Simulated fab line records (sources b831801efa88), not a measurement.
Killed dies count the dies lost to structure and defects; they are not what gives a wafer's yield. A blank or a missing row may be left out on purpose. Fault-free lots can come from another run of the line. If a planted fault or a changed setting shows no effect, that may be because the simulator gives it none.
Which tool did it? :: flow gf180mcu :: 24 lots, 72 wafers sampled, at 6 steps of a route of 602

## WHAT EACH GAUGE READ, for each wafer
GF_STI_THK_MEAS_24.
lot: L074
measured: day 2 05:04
on: filmMetro-02
STI_CVD_23_THK (nm): 654 652 652

lot: L075
measured: day 2 09:12
on: filmMetro-01
STI_CVD_23_THK (nm): 653 649 655

lot: L076
measured: day 2 15:13
on: filmMetro-01
STI_CVD_23_THK (nm): 645 658 660

lot: L077
measured: day 2 20:10
on: filmMetro-02
STI_CVD_23_THK (nm): 663 663 657

lot: L078
measured: day 3 01:52
on: filmMetro-01
STI_CVD_23_THK (nm): 656 654 653

lot: L079
measured: day 3 06:07
on: filmMetro-01
STI_CVD_23_THK (nm): 649 646 638

lot: L080
measured: day 3 10:46
on: filmMetro-04
STI_CVD_23_THK (nm): 657 654 662

lot: L081
measured: day 3 16:59
on: filmMetro-02
STI_CVD_23_THK (nm): 660 656 655

lot: L082
measured: day 3 23:04
on: filmMetro-02
STI_CVD_23_THK (nm): 654 658 660

lot: L083
measured: day 4 02:54
on: filmMetro-04
STI_CVD_23_THK (nm): 656 650 651

lot: L084
measured: day 4 07:42
on: filmMetro-04
STI_CVD_23_THK (nm): 638 640 647

lot: L085
measured: day 4 11:01
on: filmMetro-04
STI_CVD_23_THK (nm): 648 643 652

lot: L086
measured: day 4 17:53
on: filmMetro-04
STI_CVD_23_THK (nm): 647 639 637

lot: L087
measured: day 4 22:16
on: filmMetro-02
STI_CVD_23_THK (nm): 656 662 655

lot: L088
measured: day 5 03:21
on: filmMetro-02
STI_CVD_23_THK (nm): 639 649 654

lot: L089
measured: day 5 09:21
on: filmMetro-04
STI_CVD_23_THK (nm): 648 647 646

lot: L090
measured: day 5 16:16
on: filmMetro-04
STI_CVD_23_THK (nm): 650 656 652

lot: L091
measured: day 5 19:37
on: filmMetro-04
STI_CVD_23_THK (nm): 648 638 641

lot: L092
measured: day 6 00:59
on: filmMetro-02
STI_CVD_23_THK (nm): 645 643 653

lot: L093
measured: day 6 06:20
on: filmMetro-04
STI_CVD_23_THK (nm): 661 659 657

lot: L094
measured: day 6 13:16
on: filmMetro-02
STI_CVD_23_THK (nm): 644 650 652

lot: L095
measured: day 6 17:38
on: filmMetro-02
STI_CVD_23_THK (nm): 657 643 655

lot: L096
measured: day 6 22:46
on: filmMetro-01
STI_CVD_23_THK (nm): 654 640 651

lot: L097
measured: day 7 03:47
on: filmMetro-01
STI_CVD_23_THK (nm): 651 656 655

GF_V3_OVL_MEAS_15.
lot: L074
measured: day 22 15:09
on: overlay-01
V3_OVL (nm): 7 9 8

lot: L075
measured: day 22 18:19
on: overlay-01
V3_OVL (nm): -5 1 -3

lot: L076
measured: day 23 06:22
on: overlay-02
V3_OVL (nm): 6 6 12

lot: L077
measured: day 23 12:01
on: overlay-02
V3_OVL (nm): -1 5 5

lot: L078
measured: day 23 18:41
on: overlay-02
V3_OVL (nm): 5 3 1

lot: L079
measured: day 24 05:28
on: overlay-01
V3_OVL (nm): -6 0 -3

lot: L080
measured: day 24 14:52
on: overlay-02
V3_OVL (nm): 3 4 -1

lot: L081
measured: day 25 01:34
on: overlay-02
V3_OVL (nm): 2 2 10

lot: L082
measured: day 25 14:49
on: overlay-02
V3_OVL (nm): 1 6 13

lot: L083
measured: day 25 16:35
on: overlay-01
V3_OVL (nm): -1 -6 -1

lot: L084
measured: day 25 23:11
on: overlay-01
V3_OVL (nm): 0 7 -1

lot: L085
measured: day 26 09:20
on: overlay-01
V3_OVL (nm): 3 -1 3

lot: L086
measured: day 26 17:43
on: overlay-02
V3_OVL (nm): 8 -3 5

lot: L087
measured: day 26 20:05
on: overlay-02
V3_OVL (nm): 0 0 5

lot: L088
measured: day 27 09:20
on: overlay-02
V3_OVL (nm): 3 7 -1

lot: L089
measured: day 27 15:06
on: overlay-02
V3_OVL (nm): 9 7 6

lot: L090
measured: day 27 23:47
on: overlay-02
V3_OVL (nm): 4 3 4

lot: L091
measured: day 28 02:06
on: overlay-02
V3_OVL (nm): -4 1 3

lot: L092
measured: day 28 09:11
on: overlay-02
V3_OVL (nm): 7 8 8

lot: L093
measured: day 28 13:50
on: overlay-02
V3_OVL (nm): -4 7 -1

lot: L094
measured: day 28 21:59
on: overlay-02
V3_OVL (nm): 8 -2 9

lot: L095
measured: day 29 04:28
on: overlay-02
V3_OVL (nm): -9 -5 -10

lot: L096
measured: day 29 12:44
on: overlay-01
V3_OVL (nm): -5 3 5

lot: L097
measured: day 29 16:23
on: overlay-02
V3_OVL (nm): -4 3 3

GF_MIM_THK_MEAS_11: measures by xrf.
lot: L074
measured: day 24 17:29
on: filmMetro-01
MIM_ALCU_THK (nm): 198.1 200.4 201.1

lot: L075
measured: day 24 19:59
on: filmMetro-04
MIM_ALCU_THK (nm): 196.2 197.1 195.1

lot: L076
measured: day 25 07:49
on: filmMetro-04
MIM_ALCU_THK (nm): 199.5 201.6 202.2

lot: L077
measured: day 25 13:12
on: filmMetro-04
MIM_ALCU_THK (nm): 201.9 203.1 202.3

lot: L078
measured: day 25 19:39
on: filmMetro-04
MIM_ALCU_THK (nm): 202.4 201.6 202.3

lot: L079
measured: day 26 06:05
on: filmMetro-03
MIM_ALCU_THK (nm): 198.8 197.5 199.8

lot: L080
measured: day 26 14:35
on: filmMetro-04
MIM_ALCU_THK (nm): 200.7 198.8 203.8

lot: L081
measured: day 26 23:40
on: filmMetro-03
MIM_ALCU_THK (nm): 197.5 197.0 195.8

lot: L082
measured: day 27 13:10
on: filmMetro-01
MIM_ALCU_THK (nm): 197.1 196.8 198.2

lot: L083
measured: day 27 15:43
on: filmMetro-03
MIM_ALCU_THK (nm): 199.4 200.5 200.2

lot: L084
measured: day 27 21:34
on: filmMetro-04
MIM_ALCU_THK (nm): 201.3 198.6 199.3

lot: L085
measured: day 28 07:39
on: filmMetro-01
MIM_ALCU_THK (nm): 198.6 198.9 195.5

lot: L086
measured: day 28 14:47
on: filmMetro-04
MIM_ALCU_THK (nm): 201.3 199.3 199.9

lot: L087
measured: day 28 16:56
on: filmMetro-03
MIM_ALCU_THK (nm): 199.4 198.6 199.2

lot: L088
measured: day 29 06:25
on: filmMetro-04
MIM_ALCU_THK (nm): 203.8 201.8 204.7

lot: L089
measured: day 29 11:28
on: filmMetro-04
MIM_ALCU_THK (nm): 201.9 200.8 202.3

lot: L090
measured: day 29 19:33
on: filmMetro-03
MIM_ALCU_THK (nm): 202.1 199.1 201.7

lot: L091
measured: day 29 22:19
on: filmMetro-01
MIM_ALCU_THK (nm): 197.8 197.5 199.1

lot: L092
measured: day 30 04:40
on: filmMetro-03
MIM_ALCU_THK (nm): 199.6 200.1 197.8

lot: L093
measured: day 30 09:00
on: filmMetro-01
MIM_ALCU_THK (nm): 199.6 200.9 201.3

lot: L094
measured: day 30 16:56
on: filmMetro-03
MIM_ALCU_THK (nm): 198.6 198.9 199.5

lot: L095
measured: day 30 22:53
on: filmMetro-01
MIM_ALCU_THK (nm): 198.0 198.6 199.2

lot: L096
measured: day 31 05:54
on: filmMetro-03
MIM_ALCU_THK (nm): 201.0 199.6 200.4

lot: L097
measured: day 31 10:14
on: filmMetro-04
MIM_ALCU_THK (nm): 197.9 201.2 198.8

## WHICH TOOL RAN EACH LOT (tool, then ch and the chambers of the sampled wafers, then the start)
lot: L074
GF_M2_SPUTTER_00: pvdSputter-01, day 18 10:40
GF_V4_CVD_02: pecvd-04 ch 1,2, day 23 16:11
GF_V4_CMP_04: cmp-01 ch 0,1, day 23 16:22

lot: L075
GF_M2_SPUTTER_00: pvdSputter-02, day 18 14:26
GF_V4_CVD_02: pecvd-04 ch 0,1, day 23 19:48
GF_V4_CMP_04: cmp-02 ch 2,3, day 23 19:59

lot: L076
GF_M2_SPUTTER_00: pvdSputter-04, day 19 03:16
GF_V4_CVD_02: pecvd-03 ch 0,2, day 24 07:19
GF_V4_CMP_04: cmp-01 ch 2,3, day 24 07:26

lot: L077
GF_M2_SPUTTER_00: pvdSputter-01, day 19 08:13
GF_V4_CVD_02: pecvd-01 ch 0,1, day 24 13:20
GF_V4_CMP_04: cmp-01 ch 2,3, day 24 13:28

lot: L078
GF_M2_SPUTTER_00: pvdSputter-02, day 19 16:40
GF_V4_CVD_02: pecvd-04 ch 0,1,2, day 24 19:13
GF_V4_CMP_04: cmp-01 ch 1,2, day 24 19:21

lot: L079
GF_M2_SPUTTER_00: pvdSputter-01, day 20 02:55
GF_V4_CVD_02: pecvd-01 ch 2, day 25 06:14
GF_V4_CMP_04: cmp-01 ch 0,1, day 25 06:24

lot: L080
GF_M2_SPUTTER_00: pvdSputter-02, day 20 12:31
GF_V4_CVD_02: pecvd-03 ch 0,2, day 25 15:02
GF_V4_CMP_04: cmp-02 ch 0,3, day 25 15:13

lot: L081
GF_M2_SPUTTER_00: pvdSputter-01, day 21 02:16
GF_V4_CVD_02: pecvd-04 ch 0,2, day 26 00:25
GF_V4_CMP_04: cmp-02 ch 1,3, day 26 00:33

lot: L082
GF_M2_SPUTTER_00: pvdSputter-04, day 21 13:46
GF_V4_CVD_02: pecvd-01 ch 0,1,2, day 26 13:48
GF_V4_CMP_04: cmp-02 ch 0,2,3, day 26 14:02

lot: L083
GF_M2_SPUTTER_00: pvdSputter-02, day 21 19:02
GF_V4_CVD_02: pecvd-03 ch 0,1, day 26 16:28
GF_V4_CMP_04: cmp-02 ch 1,3, day 26 16:38

lot: L084
GF_M2_SPUTTER_00: pvdSputter-01, day 22 01:10
GF_V4_CVD_02: pecvd-03 ch 0,1,2, day 26 22:53
GF_V4_CMP_04: cmp-02 ch 0,3, day 26 23:01

lot: L085
GF_M2_SPUTTER_00: pvdSputter-04, day 22 12:26
GF_V4_CVD_02: pecvd-01 ch 0,1, day 27 08:41
GF_V4_CMP_04: cmp-02 ch 1,2,3, day 27 08:49

lot: L086
GF_M2_SPUTTER_00: pvdSputter-01, day 22 21:17
GF_V4_CVD_02: pecvd-03 ch 0,1,2, day 27 16:37
GF_V4_CMP_04: cmp-01 ch 0,2,3, day 27 16:45

lot: L087
GF_M2_SPUTTER_00: pvdSputter-01, day 23 01:38
GF_V4_CVD_02: pecvd-04 ch 0,1, day 27 18:32
GF_V4_CMP_04: cmp-02 ch 0,1,3, day 27 18:40

lot: L088
GF_M2_SPUTTER_00: pvdSputter-01, day 23 14:56
GF_V4_CVD_02: pecvd-04 ch 0,1,2, day 28 08:01
GF_V4_CMP_04: cmp-01 ch 0,2,3, day 28 08:17

lot: L089
GF_M2_SPUTTER_00: pvdSputter-02, day 23 21:53
GF_V4_CVD_02: pecvd-04 ch 0,1, day 28 13:31
GF_V4_CMP_04: cmp-01 ch 1,3, day 28 13:38

lot: L090
GF_M2_SPUTTER_00: pvdSputter-01, day 24 07:32
GF_V4_CVD_02: pecvd-01 ch 0,1,2, day 28 22:06
GF_V4_CMP_04: cmp-02 ch 1,3, day 28 22:17

lot: L091
GF_M2_SPUTTER_00: pvdSputter-01, day 24 11:37
GF_V4_CVD_02: pecvd-01 ch 1,2, day 29 00:29
GF_V4_CMP_04: cmp-01 ch 0,2,3, day 29 00:46

lot: L092
GF_M2_SPUTTER_00: pvdSputter-01, day 24 17:58
GF_V4_CVD_02: pecvd-01 ch 0,1, day 29 07:29
GF_V4_CMP_04: cmp-01 ch 0,1, day 29 07:37

lot: L093
GF_M2_SPUTTER_00: pvdSputter-01, day 24 23:01
GF_V4_CVD_02: pecvd-03 ch 1,2, day 29 12:02
GF_V4_CMP_04: cmp-01 ch 2,3, day 29 12:10

lot: L094
GF_M2_SPUTTER_00: pvdSputter-02, day 25 08:40
GF_V4_CVD_02: pecvd-03 ch 0,2, day 29 19:38
GF_V4_CMP_04: cmp-01 ch 1,2,3, day 29 19:49

lot: L095
GF_M2_SPUTTER_00: pvdSputter-01, day 25 14:08
GF_V4_CVD_02: pecvd-04 ch 1,2, day 30 02:14
GF_V4_CMP_04: cmp-02 ch 0,2, day 30 02:25

lot: L096
GF_M2_SPUTTER_00: pvdSputter-01, day 25 23:49
GF_V4_CVD_02: pecvd-04 ch 0,1,2, day 30 09:42
GF_V4_CMP_04: cmp-02 ch 0,1,2, day 30 09:53

lot: L097
GF_M2_SPUTTER_00: pvdSputter-01, day 26 04:33
GF_V4_CVD_02: pecvd-01 ch 0,1,2, day 30 13:21
GF_V4_CMP_04: cmp-02 ch 0,2,3, day 30 13:32
- GF_M2_SPUTTER_00: material Ti, target thk 37.5 nm, time 150 s.
- GF_V4_CVD_02: deposits SiO2 from TEOS, target thk 850 nm, time 94.851 s.
- GF_V4_CMP_04: polishes SiO2.

## AS READ BY THE TOOLS THEMSELVES (means over the sampled wafers that have a number; for cases with no such wafer, the mark the record gives instead)
GF_M2_SPUTTER_00.
lot: L074
tool: pvdSputter-01
throttleValvePct (%): 31.0

lot: L075
tool: pvdSputter-02
throttleValvePct (%): 30.1

lot: L076
tool: pvdSputter-04
throttleValvePct (%): 28.6

lot: L077
tool: pvdSputter-01
throttleValvePct (%): 30.0

lot: L078
tool: pvdSputter-02
throttleValvePct (%): 30.3

lot: L079
tool: pvdSputter-01
throttleValvePct (%): 29.9

lot: L080
tool: pvdSputter-02
throttleValvePct (%): 29.7

lot: L081
tool: pvdSputter-01
throttleValvePct (%): 31.3

lot: L082
tool: pvdSputter-04
throttleValvePct (%): 29.2

lot: L083
tool: pvdSputter-02
throttleValvePct (%): 29.4

lot: L084
tool: pvdSputter-01
throttleValvePct (%): 30.9

lot: L085
tool: pvdSputter-04
throttleValvePct (%): 29.1

lot: L086
tool: pvdSputter-01
throttleValvePct (%): 30.5

lot: L087
tool: pvdSputter-01
throttleValvePct (%): 30.6

lot: L088
tool: pvdSputter-01
throttleValvePct (%): 30.8

lot: L089
tool: pvdSputter-02
throttleValvePct (%): 29.7

lot: L090
tool: pvdSputter-01
throttleValvePct (%): 30.0

lot: L091
tool: pvdSputter-01
throttleValvePct (%): 31.0

lot: L092
tool: pvdSputter-01
throttleValvePct (%): 30.6

lot: L093
tool: pvdSputter-01
throttleValvePct (%): 30.7

lot: L094
tool: pvdSputter-02
throttleValvePct (%): 30.0

lot: L095
tool: pvdSputter-01
throttleValvePct (%): 29.9

lot: L096
tool: pvdSputter-01
throttleValvePct (%): 31.2

lot: L097
tool: pvdSputter-01
throttleValvePct (%): 31.2

GF_V4_CVD_02.
lot: L074
tool: pecvd-04
heaterPowerW (W): 750
susceptorTempC (C): 399.82

lot: L075
tool: pecvd-04
heaterPowerW (W): 713
susceptorTempC (C): 399.92

lot: L076
tool: pecvd-03
heaterPowerW (W): 558
susceptorTempC (C): 399.85

lot: L077
tool: pecvd-01
heaterPowerW (W): 766
susceptorTempC (C): 399.97

lot: L078
tool: pecvd-04
heaterPowerW (W): 649
susceptorTempC (C): 399.91

lot: L079
tool: pecvd-01
heaterPowerW (W): 620
susceptorTempC (C): 399.73

lot: L080
tool: pecvd-03
heaterPowerW (W): 531
susceptorTempC (C): 399.88

lot: L081
tool: pecvd-04
heaterPowerW (W): 611
susceptorTempC (C): 400.16

lot: L082
tool: pecvd-01
heaterPowerW (W): 711
susceptorTempC (C): 400.13

lot: L083
tool: pecvd-03
heaterPowerW (W): 600
susceptorTempC (C): 400.09

lot: L084
tool: pecvd-03
heaterPowerW (W): 634
susceptorTempC (C): 399.85

lot: L085
tool: pecvd-01
heaterPowerW (W): 777
susceptorTempC (C): 400.20

lot: L086
tool: pecvd-03
heaterPowerW (W): 610
susceptorTempC (C): 399.96

lot: L087
tool: pecvd-04
heaterPowerW (W): 703
susceptorTempC (C): 400.04

lot: L088
tool: pecvd-04
heaterPowerW (W): 606
susceptorTempC (C): 400.21

lot: L089
tool: pecvd-04
heaterPowerW (W): 698
susceptorTempC (C): 400.02

lot: L090
tool: pecvd-01
heaterPowerW (W): 727
susceptorTempC (C): 400.02

lot: L091
tool: pecvd-01
heaterPowerW (W): 709
susceptorTempC (C): 400.02

lot: L092
tool: pecvd-01
heaterPowerW (W): 730
susceptorTempC (C): 399.93

lot: L093
tool: pecvd-03
heaterPowerW (W): 645
susceptorTempC (C): 399.94

lot: L094
tool: pecvd-03
heaterPowerW (W): 602
susceptorTempC (C): 399.97

lot: L095
tool: pecvd-04
heaterPowerW (W): 636
susceptorTempC (C): 400.07

lot: L096
tool: pecvd-04
heaterPowerW (W): 707
susceptorTempC (C): 400.18

lot: L097
tool: pecvd-01
heaterPowerW (W): 737
susceptorTempC (C): 400.07

GF_V4_CMP_04.
lot: L074
tool: cmp-01
edgeZonePressureFrac: 0.995
motorCurrentA (A): 13.8
retainingRingPressureFrac: 1.003
timeToEndpointS (s): 77

lot: L075
tool: cmp-02
edgeZonePressureFrac: 1.000
motorCurrentA (A): 11.5
retainingRingPressureFrac: 1.003
timeToEndpointS (s): 82

lot: L076
tool: cmp-01
edgeZonePressureFrac: 1.002
motorCurrentA (A): 13.2
retainingRingPressureFrac: 1.003
timeToEndpointS (s): 75

lot: L077
tool: cmp-01
edgeZonePressureFrac: 0.998
motorCurrentA (A): 12.7
retainingRingPressureFrac: 1.000
timeToEndpointS (s): 77

lot: L078
tool: cmp-01
edgeZonePressureFrac: 0.999
motorCurrentA (A): 13.8
retainingRingPressureFrac: 0.999
timeToEndpointS (s): 75

lot: L079
tool: cmp-01
edgeZonePressureFrac: 1.004
motorCurrentA (A): 13.5
retainingRingPressureFrac: 1.001
timeToEndpointS (s): 79

lot: L080
tool: cmp-02
edgeZonePressureFrac: 1.002
motorCurrentA (A): 10.7
retainingRingPressureFrac: 0.997
timeToEndpointS (s): 84

lot: L081
tool: cmp-02
edgeZonePressureFrac: 1.001
motorCurrentA (A): 12.1
retainingRingPressureFrac: 0.999
timeToEndpointS (s): 78

lot: L082
tool: cmp-02
edgeZonePressureFrac: 0.995
motorCurrentA (A): 11.0
retainingRingPressureFrac: 0.999
timeToEndpointS (s): 77

lot: L083
tool: cmp-02
edgeZonePressureFrac: 1.002
motorCurrentA (A): 11.5
retainingRingPressureFrac: 1.003
timeToEndpointS (s): 75

lot: L084
tool: cmp-02
edgeZonePressureFrac: 0.999
motorCurrentA (A): 11.0
retainingRingPressureFrac: 0.999
timeToEndpointS (s): 79

lot: L085
tool: cmp-02
edgeZonePressureFrac: 1.004
motorCurrentA (A): 11.8
retainingRingPressureFrac: 0.998
timeToEndpointS (s): 74

lot: L086
tool: cmp-01
edgeZonePressureFrac: 0.999
motorCurrentA (A): 13.0
retainingRingPressureFrac: 0.997
timeToEndpointS (s): 84

lot: L087
tool: cmp-02
edgeZonePressureFrac: 1.003
motorCurrentA (A): 11.2
retainingRingPressureFrac: 0.998
timeToEndpointS (s): 76

lot: L088
tool: cmp-01
edgeZonePressureFrac: 0.997
motorCurrentA (A): 12.9
retainingRingPressureFrac: 1.001
timeToEndpointS (s): 83

lot: L089
tool: cmp-01
edgeZonePressureFrac: 0.998
motorCurrentA (A): 13.4
retainingRingPressureFrac: 1.001
timeToEndpointS (s): 82

lot: L090
tool: cmp-02
edgeZonePressureFrac: 1.000
motorCurrentA (A): 10.8
retainingRingPressureFrac: 1.006
timeToEndpointS (s): 75

lot: L091
tool: cmp-01
edgeZonePressureFrac: 1.002
motorCurrentA (A): 12.9
retainingRingPressureFrac: 0.998
timeToEndpointS (s): 84

lot: L092
tool: cmp-01
edgeZonePressureFrac: 1.002
motorCurrentA (A): 13.7
retainingRingPressureFrac: 1.005
timeToEndpointS (s): 88

lot: L093
tool: cmp-01
edgeZonePressureFrac: 1.001
motorCurrentA (A): 12.7
retainingRingPressureFrac: 0.996
timeToEndpointS (s): 86

lot: L094
tool: cmp-01
edgeZonePressureFrac: 1.000
motorCurrentA (A): 13.5
retainingRingPressureFrac: 1.000
timeToEndpointS (s): 87

lot: L095
tool: cmp-02
edgeZonePressureFrac: 1.003
motorCurrentA (A): 11.1
retainingRingPressureFrac: 1.003
timeToEndpointS (s): 84

lot: L096
tool: cmp-02
edgeZonePressureFrac: 1.000
motorCurrentA (A): 11.8
retainingRingPressureFrac: 1.005
timeToEndpointS (s): 82

lot: L097
tool: cmp-02
edgeZonePressureFrac: 1.005
motorCurrentA (A): 11.1
retainingRingPressureFrac: 1.003
timeToEndpointS (s): 74

## THE ANSWER, worked out from the rows above alone
Rule: what is usual is taken from the lots themselves. Put in order of their means at a reading, lots are off if they are a third of the lots or fewer, leave a main group of 4 or more, and stand apart from it by a gap of 3 or more times the standard deviation of the main group's means; of several such gaps the widest counts. A main group is skipped when, at the precision printed for the reading in the tables above, its means are all equal. A lot without any number at a reading at which 4 lots or more have one is off too. Any other lot the step has rows for is counted as sound. Order of review: gauges by route order, followed by the tools' own readings, for which a lot's mean as printed above is used. At the first step where some lot is off, the reading lying furthest off is the one used; lots without a number count as furthest.
Across all readings shown, no lot is off: no conclusion can be drawn from this.

## WHAT WAS PUT IN BY THE SIMULATOR
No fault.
